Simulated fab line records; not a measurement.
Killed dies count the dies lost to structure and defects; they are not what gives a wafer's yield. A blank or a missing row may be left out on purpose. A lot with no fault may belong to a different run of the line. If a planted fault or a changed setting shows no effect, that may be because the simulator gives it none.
fab line records | flow sky130
record lots=6 | wafers=18 | last_day=50
route steps=708 shown CONTACT@421 PAD_OPEN@708
lots untouched by any fault: they come from a run of this same line in which no faults occurred
start_h: hours from the record's opening day to when the first of the lot's shown wafers began | wait_h: hours elapsed since this lot's preceding step | " repeats the value in the row above | L1.1+2: a row that stands for several wafers | - either no value or no given start | * or withheld: withheld | < > ~ a bound
route shown NAME@n: names a module that has steps shown in the file, with the first one's number in the route | usual: mean/standard deviation taken from wafers without a fault | same: alike in all rows | chamber/n: place in a boat | sites: the reading at each site | _std_site: standard deviation of those values | _edge_site: inner sites' mean taken away from outer sites' mean | radius_mm: for every site, how far away it sits from the centre of the wafer | mask NAME#n: copy n | behind: the last tool/chamber to shape the wafer | hold: cause of the lot's hold/its duration in hours/its outcome | device: the n, p or np transistor that did not switch | end of line: tests of these same wafers at the route's end | a step given without rows: its recipe and nothing more | killed: not the wafer's yield, but the dies lost to structure and defects at the first sort | map: the dies of a wafer, with x for killed, . for not killed, _ for no die there
set.NAME: the setting the step ran with; set.NAME@STEP: the setting that earlier step ran with | model.NAME: the simulator's own value behind a step, which no gauge read
certain route steps with their lots: each step a table, each wafer a row
services: when a tool's chamber went out of use (start_h, in hours from the record's first day, below 0 if earlier), for how many hours, and the reason
## steps
# step SKY_CONTACT_OVL_MEAS_15
# usual CONTACT_OVL=-1/6.1
lot.wafer | tool       | chamber | start_h | wait_h | CONTACT_OVL[nm]
L491.1    | overlay-01 | -       | 750.61  | 0.1    | -2
L491.3    | "          | -       | "       | "      | -9
L491.4    | "          | -       | "       | "      | -9
L494.4    | overlay-02 | -       | 758.44  | 0.1    | -1
L494.5    | "          | -       | "       | "      | 0
L494.6    | "          | -       | "       | "      | 3
L499.1    | overlay-01 | -       | 810.17  | 0.1    | -1
L499.4    | "          | -       | "       | "      | 1
L499.6    | "          | -       | "       | "      | 1
L500.1    | overlay-01 | -       | 831.41  | 0.1    | 1
L500.2    | "          | -       | "       | "      | -4
L500.4    | "          | -       | "       | "      | 0
L501.3    | overlay-02 | -       | 835.23  | 0.1    | 2
L501.5    | "          | -       | "       | "      | -5
L501.6    | "          | -       | "       | "      | -2
L511.1    | overlay-01 | -       | 901.07  | 0.1    | -13
L511.2    | "          | -       | "       | "      | 0
L511.5    | "          | -       | "       | "      | -7
# step SKY_CONTACT_ETCH_16
# recipe chemistry=N2/H2 | target=BARC | ion_energy_ev=200 | source_w=500 | bias_w=100 | pressure_mtorr=30 | n2_flow_sccm=100 | h2_flow_sccm=200 | stop_on=SiO2 | time_s=45.9 | target_depth_a=600
# usual drypump_motor_current_A=6.0/0.43 | oes_product_au=0.855/0.0052 | throttle_valve_pct=13.225/0.0089
# same time_s=45.9
lot.wafer | tool        | chamber | start_h | wait_h | drypump_motor_current_A | oes_product_au | rf_hours_counter_h | throttle_valve_pct
L491.1    | rie_diel-02 | 3       | 750.65  | 0.0    | 5.7                     | 0.853          | 7                  | 13.237
L491.3    | "           | 0       | "       | "      | 6.6                     | 0.849          | 1                  | 13.224
L491.4    | "           | 2       | "       | "      | 6.1                     | 0.845          | 23                 | 13.227
L494.4    | rie_diel-03 | 3       | 758.46  | 0.0    | 5.7                     | 0.864          | 0                  | 13.231
L494.5    | "           | 0       | "       | "      | 5.6                     | 0.852          | -                  | 13.230
L494.6    | "           | 3       | "       | "      | 5.7                     | 0.851          | -                  | 13.228
L499.1    | rie_diel-03 | 2       | 810.21  | 0.0    | 6.2                     | 0.858          | 5                  | 13.228
L499.4    | "           | 0       | "       | "      | 5.5                     | 0.851          | 9                  | 13.216
L499.6    | "           | 2       | "       | "      | 6.2                     | 0.853          | -                  | 13.236
L500.1    | rie_diel-04 | 2       | 831.45  | 0.0    | 6.0                     | 0.851          | 12                 | 13.231
L500.2    | "           | 3       | "       | "      | 5.9                     | 0.858          | 14                 | 13.221
L500.4    | "           | 0       | "       | "      | 5.9                     | 0.852          | 3                  | 13.212
L501.3    | rie_diel-02 | 2       | 835.26  | 0.0    | 6.1                     | 0.855          | 25                 | 13.231
L501.5    | "           | 2       | "       | "      | 6.1                     | 0.853          | -                  | 13.203
L501.6    | "           | 1       | "       | "      | 5.3                     | 0.861          | -                  | 13.237
L511.1    | rie_diel-02 | 3       | 901.11  | 0.0    | 5.7                     | 0.860          | 12                 | 13.223
L511.2    | "           | 0       | "       | "      | 6.6                     | 0.852          | 5                  | 13.218
L511.5    | "           | 3       | "       | "      | 5.7                     | 0.859          | -                  | 13.218
# step SKY_CONTACT_ETCH_17
# recipe target=SiO2 | chemistry=C4F8/O2/Ar | stop_on=Si3N4 | mask_material=KrF-thick | source_w=1500 | bias_w=1200 | pressure_mtorr=40 | c4f8_flow_sccm=withheld | O2_flow_sccm=6 | Ar_flow_sccm=300 | time_s=withheld | target_depth_a=3400
# usual oes_product_au=0.891/0.005
lot.wafer | tool        | chamber | start_h | wait_h | oes_product_au
L491.1    | rie_diel-02 | 3       | 750.69  | 0.0    | 0.889
L491.3    | "           | 0       | "       | "      | 0.892
L491.4    | "           | 2       | "       | "      | 0.904
L494.4    | rie_diel-03 | 3       | 758.50  | 0.0    | 0.904
L494.5    | "           | 0       | "       | "      | 0.894
L494.6    | "           | 3       | "       | "      | 0.892
L499.1    | rie_diel-03 | 2       | 810.25  | 0.0    | 0.889
L499.4    | "           | 0       | "       | "      | 0.884
L499.6    | "           | 2       | "       | "      | 0.887
L500.1    | rie_diel-04 | 2       | 831.49  | 0.0    | 0.892
L500.2    | "           | 3       | "       | "      | 0.890
L500.4    | "           | 0       | "       | "      | 0.890
L501.3    | rie_diel-02 | 2       | 835.30  | 0.0    | 0.894
L501.5    | "           | 2       | "       | "      | 0.886
L501.6    | "           | 1       | "       | "      | 0.886
L511.1    | rie_diel-02 | 3       | 901.15  | 0.0    | 0.889
L511.2    | "           | 0       | "       | "      | 0.895
L511.5    | "           | 3       | "       | "      | 0.888
# step SKY_CONTACT_ETCH_18
# recipe target=Si3N4 | chemistry=CHF3/O2 | stop_on=TiN | source_w=600 | bias_w=200 | pressure_mtorr=40 | chf3_flow_sccm=50 | O2_flow_sccm=5 | time_s=39 | target_depth_a=750
# usual drypump_motor_current_A=6.0/0.43 | oes_product_au=0.852/0.008 | throttle_valve_pct=8.793/0.009
# same time_s=39
lot.wafer | tool        | chamber | start_h | wait_h | drypump_motor_current_A | oes_product_au | rf_hours_counter_h | throttle_valve_pct
L491.1    | rie_diel-02 | 3       | -       | -      | 5.6                     | 0.845          | 7                  | 8.794
L491.3    | "           | 0       | "       | "      | 6.5                     | 0.839          | 1                  | 8.787
L491.4    | "           | 2       | "       | "      | 6.1                     | 0.850          | 23                 | 8.783
L494.4    | rie_diel-03 | 3       | -       | -      | 5.7                     | 0.862          | 0                  | 8.772
L494.5    | "           | 0       | "       | "      | 5.5                     | 0.871          | -                  | 8.791
L494.6    | "           | 3       | "       | "      | 5.7                     | 0.867          | -                  | 8.795
L499.1    | rie_diel-03 | 2       | -       | -      | 6.2                     | 0.849          | 5                  | 8.784
L499.4    | "           | 0       | "       | "      | 5.5                     | 0.858          | 9                  | 8.803
L499.6    | "           | 2       | "       | "      | 6.2                     | 0.851          | -                  | 8.789
L500.1    | rie_diel-04 | 2       | -       | -      | 6.0                     | 0.847          | 12                 | 8.792
L500.2    | "           | 3       | "       | "      | 6.0                     | 0.834          | 14                 | 8.788
L500.4    | "           | 0       | "       | "      | 5.9                     | 0.851          | 3                  | 8.812
L501.3    | rie_diel-02 | 2       | -       | -      | 6.1                     | 0.850          | 25                 | 8.787
L501.5    | "           | 2       | "       | "      | 6.1                     | 0.846          | -                  | 8.793
L501.6    | "           | 1       | "       | "      | 5.3                     | 0.843          | -                  | 8.788
L511.1    | rie_diel-02 | 3       | -       | -      | 5.7                     | 0.845          | 12                 | 8.786
L511.2    | "           | 0       | "       | "      | 6.5                     | 0.843          | 5                  | 8.797
L511.5    | "           | 3       | "       | "      | 5.7                     | 0.860          | -                  | 8.811
# step SKY_CONTACT_STRIP_19
# recipe chemistry=O2/N2 | power_w=1400 | pressure_mtorr=1500 | platen_temp_c=withheld | o2_flow_sccm=3000 | n2_flow_sccm=300 | overash_fraction=0.5
# usual drypump_motor_current_A=5.62/0.27 | oes_product_au=0.380/0.0048 | strip_time_to_endpoint_s=3.61/0.036
lot.wafer | tool            | chamber | start_h | wait_h | drypump_motor_current_A | oes_product_au | rf_hours_counter_h | strip_time_to_endpoint_s
L491.1    | plasma_asher-03 | 0       | 750.78  | -      | 5.39                    | 0.384          | 89                 | 3.60
L491.3    | "               | 0       | "       | "      | 5.37                    | 0.374          | -                  | 3.64
L491.4    | "               | 1       | "       | "      | 5.77                    | 0.386          | -                  | 3.62
L494.4    | plasma_asher-03 | 0       | 758.62  | -      | 5.38                    | 0.376          | -                  | 3.59
L494.5    | "               | 1       | "       | "      | 5.74                    | 0.380          | -                  | 3.58
L494.6    | "               | 0       | "       | "      | 5.38                    | 0.376          | -                  | 3.59
L499.1    | plasma_asher-03 | 0       | 810.34  | -      | 5.35                    | 0.376          | 94                 | 3.56
L499.4    | "               | 1       | "       | "      | 5.73                    | 0.382          | -                  | 3.59
L499.6    | "               | 0       | "       | "      | 5.38                    | 0.376          | -                  | 3.57
L500.1    | plasma_asher-02 | 0       | 831.58  | -      | 5.32                    | 0.378          | 72                 | 3.64
L500.2    | "               | 1       | "       | "      | 5.34                    | 0.381          | 72                 | 3.61
L500.4    | "               | 1       | "       | "      | 5.33                    | 0.376          | -                  | 3.56
L501.3    | plasma_asher-04 | 0       | 835.42  | -      | 5.86                    | 0.372          | -                  | 3.65
L501.5    | "               | 1       | "       | "      | 6.01                    | 0.383          | -                  | 3.65
L501.6    | "               | 0       | "       | "      | 5.85                    | 0.371          | -                  | 3.64
L511.1    | plasma_asher-03 | 0       | 901.24  | -      | 5.36                    | 0.379          | 102                | 3.61
L511.2    | "               | 1       | "       | "      | 5.75                    | 0.381          | 102                | 3.64
L511.5    | "               | 0       | "       | "      | 5.37                    | 0.374          | -                  | 3.62
# step SKY_CONTACT_STRIP_20
# recipe chemistry=post_etch_residue_remover | time_s=1200 | temp_c=72.5
# step SKY_CONTACT_CLEAN_21
# recipe chemistry=IPA | time_s=180 | temp_c=25
# step SKY_CONTACT_CLEAN_22
# recipe chemistry=O3/DIW | dry=n2_spin
# step SKY_CONTACT_SPUTTER_23
# recipe material=TiN | target_thk_nm=20 | chamber_pressure_pa=5 | power_w=4000 | time_s=80
# step SKY_CONTACT_CVD_24
# recipe material=W | target_thk_nm=340 | time_s=102.12 | temp_c=400 | pressure_torr=40
# usual heater_power_w=827/53
# same time_s=102.12
lot.wafer | tool     | chamber | start_h | wait_h | heater_power_w | since_wet_clean_h
L491.1    | cvd_w-01 | 1       | 751.77  | 0.0    | 768            | 348
L491.3    | "        | 0       | "       | "      | 809            | -
L491.4    | "        | 1       | "       | "      | 766            | -
L494.4    | cvd_w-01 | 1       | 759.38  | 0.1    | 784            | -
L494.5    | "        | 0       | "       | "      | 804            | -
L494.6    | "        | 1       | "       | "      | 764            | -
L499.1    | cvd_w-02 | 1       | 811.00  | 0.0    | 909            | 907
L499.4    | "        | 1       | "       | "      | 906            | -
L499.6    | "        | 0       | "       | "      | 848            | -
L500.1    | cvd_w-01 | 1       | 832.23  | 0.0    | 792            | 428
L500.2    | "        | 0       | "       | "      | 797            | 428
L500.4    | "        | 0       | "       | "      | 774            | -
L501.3    | cvd_w-02 | 0       | 836.11  | 0.1    | 852            | -
L501.5    | "        | 1       | "       | "      | 940            | -
L501.6    | "        | 0       | "       | "      | 836            | -
L511.1    | cvd_w-02 | 1       | 901.89  | 0.0    | 922            | 998
L511.2    | "        | 0       | "       | "      | 838            | 998
L511.5    | "        | 1       | "       | "      | 915            | -
# step SKY_CONTACT_RS_MEAS_25
# recipe thk_meas_gauge=four-point-probe | reads=W_of_CONTACT_CVD_24+TiN_of_CONTACT_SPUTTER_23
# usual CONTACT_W_RS=0.339/0.005
lot.wafer | tool          | chamber | start_h | wait_h | CONTACT_W_RS[ohm/sq]
L491.1    | film_metro-01 | -       | 751.88  | 0.1    | 0.336
L491.3    | "             | -       | "       | "      | 0.344
L491.4    | "             | -       | "       | "      | 0.335
L494.4    | film_metro-01 | -       | 759.51  | 0.1    | 0.339
L494.5    | "             | -       | "       | "      | 0.346
L494.6    | "             | -       | "       | "      | 0.334
L499.1    | film_metro-02 | -       | 811.11  | 0.1    | 0.348
L499.4    | "             | -       | "       | "      | 0.343
L499.6    | "             | -       | "       | "      | 0.334
L500.1    | film_metro-04 | -       | 832.34  | 0.1    | 0.334
L500.2    | "             | -       | "       | "      | 0.341
L500.4    | "             | -       | "       | "      | 0.342
L501.3    | film_metro-04 | -       | 836.22  | 0.1    | 0.334
L501.5    | "             | -       | "       | "      | 0.342
L501.6    | "             | -       | "       | "      | 0.331
L511.1    | film_metro-01 | -       | 902.00  | 0.1    | 0.342
L511.2    | "             | -       | "       | "      | 0.336
L511.5    | "             | -       | "       | "      | 0.340
# step SKY_CONTACT_THK_MEAS_26
# recipe thk_meas_gauge=xrf | reads=W_of_CONTACT_CVD_24
# usual CONTACT_W_THK=348/6.1
lot.wafer | tool          | chamber | start_h | wait_h | CONTACT_W_THK[nm]
L491.1    | film_metro-01 | -       | 752.00  | 0.1    | 351
L491.3    | "             | -       | "       | "      | 341
L491.4    | "             | -       | "       | "      | 355
L494.4    | film_metro-01 | -       | 759.60  | 0.1    | 348
L494.5    | "             | -       | "       | "      | 341
L494.6    | "             | -       | "       | "      | 353
L499.1    | film_metro-02 | -       | 811.23  | 0.1    | 340
L499.4    | "             | -       | "       | "      | 344
L499.6    | "             | -       | "       | "      | 352
L500.1    | film_metro-04 | -       | 832.46  | 0.1    | 354
L500.2    | "             | -       | "       | "      | 347
L500.4    | "             | -       | "       | "      | 347
L501.3    | film_metro-04 | -       | 836.32  | 0.1    | 355
L501.5    | "             | -       | "       | "      | 347
L501.6    | "             | -       | "       | "      | 359
L511.1    | film_metro-01 | -       | 902.12  | 0.1    | 344
L511.2    | "             | -       | "       | "      | 351
L511.5    | "             | -       | "       | "      | 345
# step SKY_CONTACT_CMP_27
# recipe stop_on=SiO2 | t_overpolish_s=15 | down_force_psi=3.5 | platen_rpm=60 | target_thk_nm=0 | pad_velocity_m_s=0.94248
# usual motor_current_A=11.2/0.88 | overpolish_run_s=14.999/0.0099 | time_to_endpoint_s=79/3.8
lot.wafer | tool   | chamber | start_h | wait_h | motor_current_A | overpolish_run_s | time_to_endpoint_s
L491.4    | cmp-02 | 1       | 752.11  | 0.1    | 12.2            | 14.993           | 84
L491.3    | "      | 2       | "       | "      | 10.1            | 15.002           | 78
L491.1    | "      | 3       | "       | "      | 11.5            | 14.991           | 82
L494.4    | cmp-01 | 3       | 759.73  | 0.1    | 11.7            | 14.998           | 77
L494.5    | "      | 1       | "       | "      | 12.0            | 14.996           | 78
L494.6    | "      | 2       | "       | "      | 12.3            | 14.997           | 88
L499.1    | cmp-02 | 3       | 811.39  | 0.1    | 12.0            | 0.036            | 123
L499.4    | "      | 0       | "       | "      | 10.3            | 0.032            | 124
L499.6    | "      | 1       | "       | "      | 11.4            | 0.041            | 127
L500.1    | cmp-01 | 1       | 832.52  | 0.1    | 11.9            | 14.976           | 77
L500.2    | "      | 2       | "       | "      | 12.5            | 15.010           | 81
L500.4    | "      | 3       | "       | "      | 11.4            | 15.001           | 76
L501.3    | cmp-02 | 1       | 836.46  | 0.1    | 11.3            | 0.041            | 128
L501.5    | "      | 3       | "       | "      | 12.1            | 0.036            | 125
L501.6    | "      | 0       | "       | "      | 9.7             | 0.039            | 129
L511.1    | cmp-02 | 3       | 902.18  | 0.1    | 11.0            | 14.991           | 74
L511.2    | "      | 2       | "       | "      | 10.7            | 15.020           | 76
L511.5    | "      | 0       | "       | "      | 10.2            | 15.018           | 83
# step SKY_PAD_OPEN_PROBE_99
# usual killed_at_M0_to_M3=43/7 | killed_at_M4_up=3.5/1.9 | killed_at_contacts=24/5.3 | killed_at_front_end=15/4.4 | killed_at_other=0.3/0.69 | killed_dies=87/9.7 | killed_on_rim=17/4.3 | killed_open=48/7 | killed_short=39/6.4
# same gross_dies=492 | killed_at_back_side=0
lot.wafer | tool      | chamber | start_h | wait_h | killed_at_M0_to_M3 | killed_at_M4_up | killed_at_contacts | killed_at_front_end | killed_at_other | killed_dies | killed_on_rim | killed_open | killed_short
L499.1    | prober-02 | -       | 1136.17 | 0.1    | 45                 | 5               | 431                | 11                  | 0               | 492         | 96            | 42          | 35
L499.4    | prober-02 | -       | 1136.32 | 0.2    | 49                 | 4               | 423                | 16                  | 0               | 492         | 96            | 50          | 41
L499.6    | prober-02 | -       | 1136.42 | 0.2    | 42                 | 6               | 434                | 10                  | 0               | 492         | 96            | 44          | 46
L500.1    | prober-01 | -       | 1146.38 | 0.1    | 51                 | 8               | 18                 | 18                  | 2               | 97          | 18            | 48          | 47
L500.2    | prober-01 | -       | 1146.43 | 0.1    | 46                 | 10              | 21                 | 16                  | 1               | 94          | 17            | 49          | 44
L500.4    | prober-01 | -       | 1146.53 | 0.2    | 44                 | 5               | 17                 | 20                  | 1               | 87          | 17            | 38          | 48
L501.3    | prober-02 | -       | 1152.85 | 0.2    | 45                 | 3               | 422                | 22                  | 0               | 492         | 96            | 51          | 40
L501.5    | prober-02 | -       | 1152.95 | 0.2    | 46                 | 0               | 428                | 17                  | 1               | 492         | 96            | 55          | 45
L501.6    | prober-02 | -       | 1153.00 | 0.2    | 46                 | 2               | 431                | 13                  | 0               | 492         | 96            | 41          | 41
# killed by level:class
L499.1 CONTACT:area_cmp=415 VIA1:geometric_particle:open=11 CONTACT:geometric_particle:open=8 VIA1:geometric_particle:short=8 VIA2:geometric_particle:open=6 METAL2:geometric_particle:short=5 FIELD_ISO:geometric_particle:open=4 VIA2:geometric_particle:short=4
L499.4 CONTACT:area_cmp=401 VIA1:geometric_particle:open=13 VIA2:geometric_particle:open=7 METAL2:geometric_particle:short=6 FIELD_ISO:geometric_particle:short=5 LI_CONTACT:geometric_particle:open=5 CONTACT:geometric_particle:open=5 CONTACT:geometric_particle:short=5
L499.6 CONTACT:area_cmp=402 VIA1:geometric_particle:open=13 LI_CONTACT:geometric_particle:open=8 CONTACT:geometric_particle:open=7 CONTACT:geometric_particle:short=7 LI_CONTACT:geometric_particle:short=5 LOCAL_INTERCONNECT:geometric_particle:short=5 METAL2:geometric_particle:short=4
L500.1 VIA1:geometric_particle:open=12 METAL2:geometric_particle:short=9 VIA3:geometric_particle:open=8 METAL4:geometric_particle:short=6 LI_CONTACT:geometric_particle:open=6 VIA2:geometric_particle:open=6 POLY_GATE:geometric_particle:short=5 CONTACT:geometric_particle:open=5
L500.2 VIA3:geometric_particle:open=13 LI_CONTACT:geometric_particle:open=11 METAL2:geometric_particle:short=8 VIA2:geometric_particle:short=7 METAL4:geometric_particle:short=6 VIA1:geometric_particle:open=5 FIELD_ISO:geometric_particle:short=4 CONTACT:geometric_particle:open=4
L500.4 METAL1:geometric_particle:short=9 FIELD_ISO:geometric_particle:short=8 CONTACT:geometric_particle:open=7 VIA3:geometric_particle:open=7 VIA2:geometric_particle:open=6 SPACER:geometric_particle:short=4 LI_CONTACT:geometric_particle:open=4 CONTACT:geometric_particle:short=4
L501.3 CONTACT:area_cmp=401 VIA1:geometric_particle:open=12 CONTACT:geometric_particle:open=11 VIA1:geometric_particle:short=8 FIELD_ISO:geometric_particle:short=6 FIELD_ISO:geometric_particle:open=5 SPACER:geometric_particle:open=5 VIA2:geometric_particle:open=5
L501.5 CONTACT:area_cmp=390 CONTACT:geometric_particle:open=17 VIA1:geometric_particle:open=10 LI_CONTACT:geometric_particle:open=7 FIELD_ISO:geometric_particle:open=6 METAL1:geometric_particle:short=6 METAL2:geometric_particle:short=6 FIELD_ISO:geometric_particle:short=4
L501.6 CONTACT:area_cmp=410 LI_CONTACT:geometric_particle:open=8 VIA1:geometric_particle:open=8 CONTACT:geometric_particle:short=7 METAL1:geometric_particle:short=6 VIA2:geometric_particle:open=6 VIA3:geometric_particle:open=6 VIA1:geometric_particle:short=5
# map L499.1 (x killed, . not)
__________xxxxxxxxxx_________
________xxxxxxxxxxxxxx_______
______xxxxxxxxxxxxxxxxxx_____
_____xxxxxxxxxxxxxxxxxxxx____
____xxxxxxxxxxxxxxxxxxxxxx___
___xxxxxxxxxxxxxxxxxxxxxxxx__
__xxxxxxxxxxxxxxxxxxxxxxxxxx_
_xxxxxxxxxxxxxxxxxxxxxxxxxxxx
_xxxxxxxxxxxxxxxxxxxxxxxxxxxx
_xxxxxxxxxxxxxxxxxxxxxxxxxxxx
_xxxxxxxxxxxxxxxxxxxxxxxxxxxx
_xxxxxxxxxxxxxxxxxxxxxxxxxxxx
_xxxxxxxxxxxxxxxxxxxxxxxxxxxx
_xxxxxxxxxxxxxxxxxxxxxxxxxxxx
_xxxxxxxxxxxxxxxxxxxxxxxxxxxx
__xxxxxxxxxxxxxxxxxxxxxxxxxx_
___xxxxxxxxxxxxxxxxxxxxxxxx__
____xxxxxxxxxxxxxxxxxxxxxx___
_____xxxxxxxxxxxxxxxxxxxx____
______xxxxxxxxxxxxxxxxxx_____
________xxxxxxxxxxxxxx_______
__________xxxxxxxxxx_________
# map L501.3 (x killed, . not)
__________xxxxxxxxxx_________
________xxxxxxxxxxxxxx_______
______xxxxxxxxxxxxxxxxxx_____
_____xxxxxxxxxxxxxxxxxxxx____
____xxxxxxxxxxxxxxxxxxxxxx___
___xxxxxxxxxxxxxxxxxxxxxxxx__
__xxxxxxxxxxxxxxxxxxxxxxxxxx_
_xxxxxxxxxxxxxxxxxxxxxxxxxxxx
_xxxxxxxxxxxxxxxxxxxxxxxxxxxx
_xxxxxxxxxxxxxxxxxxxxxxxxxxxx
_xxxxxxxxxxxxxxxxxxxxxxxxxxxx
_xxxxxxxxxxxxxxxxxxxxxxxxxxxx
_xxxxxxxxxxxxxxxxxxxxxxxxxxxx
_xxxxxxxxxxxxxxxxxxxxxxxxxxxx
_xxxxxxxxxxxxxxxxxxxxxxxxxxxx
__xxxxxxxxxxxxxxxxxxxxxxxxxx_
___xxxxxxxxxxxxxxxxxxxxxxxx__
____xxxxxxxxxxxxxxxxxxxxxx___
_____xxxxxxxxxxxxxxxxxxxx____
______xxxxxxxxxxxxxxxxxx_____
________xxxxxxxxxxxxxx_______
__________xxxxxxxxxx_________
## services
tool            | chamber | start_h | hours | kind
rie_diel-03     | 3       | 727.78  | -     | clean
rie_diel-03     | 3       | 727.78  | 20.5  | scheduled_down
rie_diel-03     | 3       | 727.78  | 20.5  | vent_cycle
plasma_asher-03 | -       | 733.12  | 14.6  | pm
cmp-01          | -       | 734.28  | 5.3   | pm
plasma_asher-02 | -       | 742.75  | 2.8   | pm
cmp-02          | -       | 744.15  | 4.0   | pm
cvd_w-02        | 0       | 759.84  | 3.7   | repair
cvd_w-01        | 0       | 760.35  | 1.5   | repair
cmp-01          | -       | 760.69  | 12.0  | repair
cmp-01          | -       | 761.54  | 5.8   | repair
cmp-01          | -       | 767.95  | 1.6   | repair
cmp-01          | -       | 779.22  | 39.5  | repair
cvd_w-01        | -       | 786.08  | 2.8   | pm
rie_diel-03     | 3       | 796.76  | 3.7   | repair
rie_diel-02     | -       | 806.53  | 0.3   | repair
cmp-01          | -       | 818.76  | 6.6   | pm
cmp-02          | -       | 825.40  | 4.7   | pm
cmp-01          | -       | 837.35  | 2.5   | repair
rie_diel-04     | 0       | 847.07  | 4.2   | repair
rie_diel-04     | 2       | 848.56  | 9.2   | repair
cvd_w-02        | -       | 850.77  | 6.9   | pm
cmp-02          | -       | 854.77  | 0.2   | repair
plasma_asher-03 | -       | 885.57  | 15.6  | repair
## key
first_sign step=SKY_CONTACT_CMP_27 | reading=overpolish_run_s | direction=down | sigmas=99+ | usual=14.999 | struck=0.037
effect step=SKY_CONTACT_CMP_27 | reading=time_to_endpoint_s | direction=up | sigmas=12 | usual=* | struck=*
effect step=SKY_PAD_OPEN_PROBE_99 | reading=killed_at_contacts | direction=up | sigmas=76 | usual=24 | struck=428
more_kills_born_at SKY_CONTACT_CMP_27@cmp-02=2419
met_at SKY_CONTACT_CMP_27
struck_wafers L499.1,L499.4,L499.6,L501.3,L501.5,L501.6
later_rows_left_out L499.1,L499.4,L499.6,L501.3,L501.5,L501.6
tester_left_out L499,L501
onset_between 752.11 811.39
fault kind=process_parameter_drift | tool=cmp-02 | chamber=- | onset_h=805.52 | steps=SKY_CONTACT_CMP_27 | channel=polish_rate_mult | offset=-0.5 | shape=step | end_h=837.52
# tester_left_out: of these lots the tester's yield and bins aren't shown, on N5 and GAA mostly nor the transistor test; their killed dies are dies lost to structure and defects alone, not to doping, threshold or leakage, so they don't give the yield
# later_rows_left_out: the simulator's readings of these wafers behind a module that went badly wrong aren't trusted and aren't shown, but for the sort
